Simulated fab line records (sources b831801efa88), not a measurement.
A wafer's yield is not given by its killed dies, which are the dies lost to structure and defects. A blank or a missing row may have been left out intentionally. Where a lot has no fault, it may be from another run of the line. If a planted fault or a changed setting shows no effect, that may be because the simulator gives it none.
Comparing a struck lot with a sound one    flow sky130    28 steps out of a route of 708
Sound: wafers L152.1, L152.4, L152.5. Struck: wafer L173.4 (L173.2, L173.6, from the same lot, were not struck and are left out); the cause is given at the end.
At each step with rows: each side's tool, then ch and its chambers, then its first start. Under that, the readings that differ: sound wafers    struck wafers    difference of the means    sigmas: that difference in standard deviations of wafers without a fault.
alike: words and numbers the same on both sides, and readings whose means are apart by under 2 such deviations; not compared: readings that were withheld, readings missing a value for some wafer, numbers with overlapping values and no deviation given by the record, and bounds like >300 which may hide the same value.
The two part at a step that has a row with sigmas, a row that says differs or no value, or rows on one side only. Non-overlapping numbers with no deviation appear without sigmas and do not part them. Lack of a reading on every wafer of one side parts them only where that side has two or more wafers.

first, 5 steps without rows for these wafers: SKY_VIA4_STRIP_14 (strips in post etch residue remover, time 1200 s); SKY_VIA4_CLEAN_15 (cleans in IPA, time 180 s); SKY_VIA4_CLEAN_16 (cleans in O3/DIW); SKY_VIA4_SPUTTER_17 (material TiN, target thk 20 nm, time 80 s); SKY_VIA4_CVD_18 (deposits W, target thk 505 nm, time 152.14 s).
SKY_VIA4_RS_MEAS_19: a four-point-probe measurement.
  sound on film-metro-02 at day 43 19:21; struck on film-metro-02 at day 48 15:17
  alike: VIA4_W_RS
SKY_VIA4_THK_MEAS_20: measures by xrf.
  sound on film-metro-02 at day 43 19:28; struck on film-metro-02 at day 48 15:23
  alike: VIA4_W_THK
SKY_VIA4_CMP_21: polishes, stops on SiO2, t overpolish 25 s, target thk 0 nm.
  sound on cmp-01 ch 0,1,3, day 43 19:35; struck on cmp-02 ch 3, day 48 15:26
reading               sound                 struck  difference  sigmas
motor-current-A (A)   12.2 12.0 12.0        9.2     -2.9        -3
overpolish-run-s (s)  24.982 25.012 24.988  24.970  -0.024      -2
  alike: edge-zone-pressure-frac, platen-rpm, slurry-flow-ml-min, time-to-endpoint-s
then, 2 steps without rows for these wafers: SKY_METAL5_SPUTTER_00 (material Ti, target thk 15 nm, time 10 s); SKY_METAL5_SPUTTER_01 (material TiN, target thk 20 nm, time 16.7 s).
SKY_METAL5_SPUTTER_02: material AlCu, target thk 1150 nm, time 61.2 s.
  sound on pvd-sputter-04 at day 43 19:53; struck on pvd-sputter-04 at day 48 15:47
  alike: throttle-valve-pct
SKY_METAL5_SPUTTER_03: material Ti, target thk 5 nm, time 3.3 s.
  sound on pvd-sputter-04 at day 43 19:56; struck on pvd-sputter-04 at day 48 15:50
  alike: throttle-valve-pct
SKY_METAL5_SPUTTER_04: material TiN, target thk 70 nm, time 58.3 s.
  sound on pvd-sputter-04 at day 43 19:56; struck on pvd-sputter-04 at day 48 15:52
reading                                     sound              struck  difference  sigmas
model.TiN_of_METAL5_SPUTTER_04.thk-nm (nm)  70.49 69.69 69.88  65.46   -4.56       
  alike: throttle-valve-pct
SKY_METAL5_RS_MEAS_05: a four-point-probe measurement.
  sound on film-metro-02 at day 43 19:59; struck on film-metro-03 at day 48 15:56
reading                  sound                 struck  difference  sigmas
METAL5_ALCU_RS (ohm/sq)  0.0274 0.0272 0.0272  0.0264  -0.0009     -2
SKY_METAL5_THK_MEAS_06: measures by xrf.
  sound on film-metro-02 at day 43 20:07; struck on film-metro-03 at day 48 16:02
  alike: METAL5_ALCU_THK
then, 8 steps without rows for these wafers: SKY_METAL5_DEHYDRATE_07 (time 60 s); SKY_METAL5_HMDS_08 (prime time 60 s); SKY_METAL5_COAT_09 (resist thk 1800 nm); SKY_METAL5_SOFTBAKE_10 (time 60 s); SKY_METAL5_EXPOSE_11 (exposes mask MM5, target cd 1600 nm); SKY_METAL5_PEB_12; SKY_METAL5_DEVELOP_13 (develop time 60 s); SKY_METAL5_DESCUM_14 (chemistry O2, time 11 s).
SKY_METAL5_METAL_ETCH_15: etches the open film in Cl2/BCl3, stops on SiO2, target depth 1260 nm, time 252 s.
  sound on rie-metal-04 ch 1, day 44 18:46; struck on rie-metal-04 ch 1, day 49 10:28
  alike: drypump-motor-current-A, oes-product-au, throttle-valve-pct
  not compared: rf-hours-counter-h
SKY_METAL5_STRIP_16: strips in O2/N2.
  sound on plasma-asher-03 ch 0, day 44 19:00; struck on plasma-asher-04 ch 1, day 49 10:42
reading                      sound        struck  difference  sigmas
drypump-motor-current-A (A)  6.3 6.3 6.3  5.2     -1.1        -3
  alike: oes-product-au, strip-time-to-endpoint-s
  not compared: rf-hours-counter-h
SKY_METAL5_STRIP_17: strips in post etch residue remover, time 1200 s.
  sound on wet-bench-03 ch 2, day 44 19:06; struck on wet-bench-02 ch 1, day 49 10:48
reading                                     sound              struck  difference  sigmas
model.TiN_of_METAL5_SPUTTER_04.thk-nm (nm)  70.07 69.27 69.46  65.04   -4.56       
  alike: bath-guard-temp-C
then, 1 step without rows for these wafers: SKY_METAL5_CLEAN_18 (cleans in IPA, time 180 s).
SKY_PAD_OPEN_PROBE_99:
  sound on prober-01 at day 46 16:55; struck on prober-02 at day 50 23:06
reading                   sound           struck  difference  sigmas
defect-limited-yield (%)  78.7 79.5 77.6  85.6    +7.0        +4
killed_at_M0_to_M3        54 46 53        28      -23         -3
killed-at-other           0 0 0           2       +2          +4
killed-dies               105 101 110     71      -34         -4
killed-on-rim             20 19 17        11      -8          -2
killed-open               58 47 49        35      -16         -2
killed-short              46 54 59        36      -17         -3
sort_bin_5_function (%)   12.6 13.4 14.0  7.7     -5.6        -4
sort-n-pass               387 391 382     421     +34         +4
sort-yield-pct (%)        78.7 79.5 77.6  85.6    +7.0        +4
  alike: killed_at_M4_up, killed-at-contacts, killed-at-front-end, sort_bin_3_pad_short, sort_bin_6_memory

## WHERE THEY PART
Last at SKY_PAD_OPEN_PROBE_99 as far as this record goes, first at SKY_VIA4_CMP_21.

WHY: the cause the simulator had injected
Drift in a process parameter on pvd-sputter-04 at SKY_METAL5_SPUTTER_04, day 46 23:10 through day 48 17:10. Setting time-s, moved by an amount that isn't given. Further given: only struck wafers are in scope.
